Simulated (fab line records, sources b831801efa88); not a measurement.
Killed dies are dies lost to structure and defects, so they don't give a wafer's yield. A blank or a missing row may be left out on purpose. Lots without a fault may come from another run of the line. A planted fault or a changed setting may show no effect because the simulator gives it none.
A struck lot beside a sound one | flow sky130 | 36 steps out of a route of 708
Sound: wafers L978.1, L978.3, L978.5. Struck: wafers L977.1, L977.3, L977.6. The cause comes at the end.
At each step with rows: each side's tool, then ch and its chambers, then its first start. Under that, the readings that differ: sound wafers | struck wafers | difference of the means | sigmas: that difference in standard deviations of wafers without a fault.
alike: readings whose means differ by less than 2 such deviations, and words and numbers that are the same on both sides. not compared: withheld readings, readings that some wafer has no value for, bounds like >300 that may hide the same value, and numbers for which the record gives no deviation and whose values overlap.
The two part at a step that has a row with sigmas, a row that says differs or no value, or rows on one side only. Numbers that don't overlap but have no deviation are shown without sigmas and don't part them. A reading that every wafer of one side lacks parts them only if that side has two wafers or more.

first, 7 steps without rows for these wafers: SKY_FIELD_ISO_OXIDATION_01 (stabilise 600 s, purge 300 s, target thk 12 nm); SKY_FIELD_ISO_CVD_03 (deposits Si3N4 from DCS/NH3, target thk 165 nm, time 2830 s); SKY_FIELD_ISO_DEHYDRATE_05 (time 60 s); SKY_FIELD_ISO_HMDS_06 (prime time 60 s); SKY_FIELD_ISO_COAT_07 (resist thk 60 nm); SKY_FIELD_ISO_COAT_08 (resist thk 450 nm); SKY_FIELD_ISO_SOFTBAKE_09 (time 90 s).
SKY_FIELD_ISO_EXPOSE_10: exposes mask FOM, target cd 150 nm.
  sound on krf_scanner-02 ch 0, day 6 08:27; struck on krf_scanner-01 ch 0, day 6 03:05
  reading              | sound             | struck            | difference | sigmas
  exposure_dose_mJ_cm2 | 28.01 27.97 27.98 | 29.56 29.55 29.56 | +1.57      | +8
  alike: mask, focus_offset_nm
then, 2 steps without rows for these wafers: SKY_FIELD_ISO_PEB_11; SKY_FIELD_ISO_DEVELOP_12 (develop time 60 s).
SKY_FIELD_ISO_CD_MEAS_13: target cd 150 nm.
  sound on cd_sem-02, day 6 18:10; struck on cd_sem-02, day 6 12:46
  reading    | sound             | struck            | difference | sigmas
  cd_nm (nm) | 146.3 147.9 147.1 | 141.8 141.4 142.0 | -5.4       | -4
SKY_FIELD_ISO_ETCH_14: etches BARC in N2/H2, stops on SiO2, time 45.9 s, target depth 60 nm.
  sound on rie_diel-03 ch 0,1,2, day 6 18:17; struck on rie_diel-01 ch 0,1,3, day 6 12:53
  reading                    | sound             | struck            | difference | sigmas
  oes_product_au (a.u.)      | 0.856 0.858 0.865 | 0.847 0.852 0.850 | -0.010     | -2
  model.FIELD_ISO.cd_nm (nm) | 146.2 149 146.9   | 141.8 141.2 141.6 | -5.8       |
  alike: drypump_motor_current_A, throttle_valve_pct
  not compared: rf_hours_counter_h
then, 2 steps without rows for these wafers: SKY_FIELD_ISO_ETCH_15 (etches the open film in CHF3/O2, stops on Si, target depth 180 nm, time 72 s); SKY_FIELD_ISO_STRIP_16 (strips in O2/N2).
SKY_FIELD_ISO_ETCH_17: etches Si in HBr/Cl2/O2, target depth 342 nm, time 97.7 s.
  sound on rie_si-02 ch 0,2,3, day 6 18:29; struck on rie_si-01 ch 0,1,3, day 6 13:05
  reading                    | sound             | struck            | difference | sigmas
  model.FIELD_ISO.cd_nm (nm) | 147.8 150.1 146.9 | 140.5 142.2 141.7 | -6.8       |
  alike: HBr_flow_sccm, drypump_motor_current_A, oes_product_au, throttle_valve_pct
  not compared: rf_hours_counter_h
then, 19 steps without rows for these wafers: SKY_FIELD_ISO_WET_ETCH_18 (etches Si3N4 in H3PO4, target depth 25 nm, time 286 s); SKY_FIELD_ISO_CLEAN_19 (cleans in SC1/SC2, time 150 s); SKY_FIELD_ISO_CLEAN_20 (cleans in dHF, time 20 s); SKY_FIELD_ISO_WET_ETCH_21 (etches SiO2 in dHF, target depth 20 nm, time 400 s); SKY_FIELD_ISO_OXIDATION_22 (stabilise 600 s, purge 300 s, target thk 10 nm); SKY_FIELD_ISO_CVD_24 (deposits SiO2, target thk 595 nm, time 99.2 s); SKY_FIELD_ISO_ANNEAL_26 (time 1800 s); SKY_FIELD_ISO_CMP_27 (polishes, stops on Si3N4, t overpolish 16 s, target thk 457.8 nm); SKY_FIELD_ISO_WET_ETCH_28 (etches SiO2 in dHF, target depth 23.7 nm, time 47 s); SKY_FIELD_ISO_WET_ETCH_29 (etches Si3N4 in H3PO4, target depth 160 nm, time 1825 s); SKY_FIELD_ISO_WET_ETCH_30 (etches SiO2 in dHF, target depth 25 nm, time 50 s); SKY_NWELL_CLEAN_00 (cleans in SC1/SC2, time 150 s); SKY_NWELL_OXIDATION_01 (stabilise 600 s, purge 300 s, target thk 10 nm); SKY_DNWELL_DEHYDRATE_00 (time 60 s); SKY_DNWELL_HMDS_01 (prime time 60 s); SKY_DNWELL_COAT_02 (resist thk 3000 nm); SKY_DNWELL_SOFTBAKE_03; SKY_DNWELL_EXPOSE_04 (exposes mask DNM, target cd 3000 nm); SKY_DNWELL_PEB_05.
-- the record jumps here: 26 days lie between the struck wafers' starts before and after (it left off in module DNWELL and takes up again in module SD_P, whose first step shown is number 326 of the route) --
SKY_SD_P_DEVELOP_06: develop time 60.8 s.
  sound on litho_track-01 ch 0, day 32 10:01; struck on litho_track-03 ch 0, day 32 03:50
  reading               | sound             | struck            | difference | sigmas
  model.SD_P.cd_nm (nm) | 377.9 375.6 377.4 | 381.4 379.1 378.6 | +2.7       |
-- the record jumps here: 18 days lie between the struck wafers' starts before and after (it left off in module SD_P and takes up again in module PAD_OPEN, whose first step shown is number 708 of the route) --
SKY_PAD_OPEN_PROBE_99:
  sound on prober-01, day 50 12:17; struck on prober-02, day 50 09:01
  reading                                | sound             | struck            | difference | sigmas
  model.etest.pfet_g5v0d10v5.r_on_ohm_um | 4739 4745 4704    | 4856 4807 4869    | +115       |
  model.etest.res_pdiff.line_ohm_um      | 1398 1366 1397    | 1438 1428 1437    | +47        |
  model.etest.res_ndiff.line_ohm_um      | 771.9 755.4 779.2 | 821.4 796.2 817.7 | +42.9      |
  model.etest.sram_nfet_pass.drive_ua_um | 467.5 467.5 474.6 | 441.7 437.1 436.4 | -31.5      |
  model.etest.res_ndiff.width_nm (nm)    | 156.5 157.4 154.3 | 148.2 149.2 148.6 | -7.4       |
  model.etest.res_pdiff.width_nm (nm)    | 142.7 143.5 141.4 | 135 137.1 135.7   | -7         |
  alike: killed_at_M0_to_M3, killed_at_M4_up, killed_at_contacts, killed_at_front_end, killed_at_other, killed_dies, killed_on_rim, killed_open, killed_short
  not compared: model.etest.sram_pfet_latch.drive_ua_um

WHERE THEY PART
First at SKY_FIELD_ISO_EXPOSE_10; last, within this record, at SKY_FIELD_ISO_ETCH_14. Later steps at which nothing parts them and some readings are alike: SKY_FIELD_ISO_ETCH_17, SKY_PAD_OPEN_PROBE_99.

WHY: what the simulator had put in
Process parameter drift: krf_scanner-01, from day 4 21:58 on, at SKY_FIELD_ISO_EXPOSE_10. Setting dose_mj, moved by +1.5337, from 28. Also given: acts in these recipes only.
